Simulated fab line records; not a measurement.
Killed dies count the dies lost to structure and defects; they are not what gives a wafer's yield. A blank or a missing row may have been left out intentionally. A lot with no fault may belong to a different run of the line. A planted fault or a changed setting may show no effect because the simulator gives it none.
A lot that was struck, set against a sound lot | flow gf180mcu | 15 steps out of a route of 602
Sound: wafers L326.1, L326.4, L326.6. Struck: wafer L329.1 (left out: L329.5, L329.6 of the same lot, which were not struck); the cause appears at the end.
For every step that has rows: the tool of each side, followed by ch and its chambers, followed by its first start. Under that, the readings that differ: sound wafers | struck wafers | difference of the means | sigmas: that difference in standard deviations of wafers without a fault.
alike: words and numbers the same on both sides, and readings whose means are apart by under 2 such deviations; not compared: readings that were withheld, readings missing a value for some wafer, numbers with overlapping values and no deviation given by the record, and bounds like >300 which may hide the same value.
A row with sigmas, a row that says differs or no value, or rows on one side alone: a step with any of these is where the two part. When numbers do not overlap yet have no deviation, they are printed without sigmas and do not part them. Lack of a reading on every wafer of one side parts them only where that side has two or more wafers.

first, 1 step without rows for these wafers: GF_TOP_METAL_CLEAN_19 (cleans in DIW).
GF_PASSIVATION_CVD_00: deposits SiO2 from TEOS, target thk 1000 nm, time 111.95 s.
  sound on pecvd-02 ch 0,1,2, day 28 19:59; struck on pecvd-01 ch 0, day 29 15:09
  alike: heater-power-w
  not compared: since-wet-clean-h
GF_PASSIVATION_THK_MEAS_01:
  sound on film-metro-01, day 28 20:04; struck on film-metro-02, day 29 15:16
  alike: PASSIVATION_CVD_00_THK
GF_PASSIVATION_CVD_02: deposits Si3N4, target thk 700 nm, time 486.18 s.
  sound on pecvd-01 ch 0,1, day 28 20:07; struck on pecvd-02 ch 1, day 29 15:20
  alike: heater-power-w
  not compared: since-wet-clean-h
GF_PASSIVATION_THK_MEAS_03:
  sound on film-metro-01, day 28 20:25; struck on film-metro-03, day 29 15:37
  alike: PASSIVATION_CVD_02_THK
then, 7 steps without rows for these wafers: GF_PASSIVATION_DEHYDRATE_04 (time 60 s); GF_PASSIVATION_HMDS_05 (prime time 60 s); GF_PASSIVATION_COAT_06 (resist thk 4000 nm); GF_PASSIVATION_SOFTBAKE_07; GF_PASSIVATION_EXPOSE_08 (exposes mask Pad, target cd 40000 nm); GF_PASSIVATION_PEB_09; GF_PASSIVATION_DEVELOP_10 (develop time 60 s).
GF_PASSIVATION_ETCH_11: etches the open film in CF4/O2, stops on TiN, target depth 2040 nm, time 453.3 s.
  sound on rie-diel-02 ch 0,2, day 29 15:22; struck on rie-diel-04 ch 2, day 30 10:12
  reading                                       | sound             | struck | difference | sigmas
  oes-product-au (a.u.)                         | 0.993 0.993 1.000 | 0.903  | -0.092     | -15
  run-length-s (s)                              | 481.5 482.5 481.4 | 561.7  | +79.9      | +99 or more
  throttle-valve-pct (%)                        | 5.973 5.969 5.971 | 5.933  | -0.038     | -4
  model.coat_of_PASSIVATION_COAT_06.thk-nm (nm) | 2633 2603 2619    | 2403   | -215       |
  alike: drypump-motor-current-A
  not compared: rf-hours-counter-h
GF_PASSIVATION_STRIP_12: strips in O2/N2.
  sound on plasma-asher-01 ch 0,1, day 29 15:38; struck on plasma-asher-04 ch 1, day 30 10:28
  reading                      | sound             | struck | difference | sigmas
  strip-time-to-endpoint-s (s) | 32.87 32.51 32.71 | 30.20  | -2.50      | -11
  alike: drypump-motor-current-A, heater-power-w, oes-product-au, platen-temp-c
  not compared: rf-hours-counter-h
then, 1 step without rows for these wafers: GF_PASSIVATION_ANNEAL_13 (time 1800 s).

## WHERE THEY PART
Earliest at GF_PASSIVATION_ETCH_11; latest, in this record, at GF_PASSIVATION_STRIP_12.

WHY: what had been put in by the simulator
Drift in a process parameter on rie-diel-04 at GF_PASSIVATION_ETCH_11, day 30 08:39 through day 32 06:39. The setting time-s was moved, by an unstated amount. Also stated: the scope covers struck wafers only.
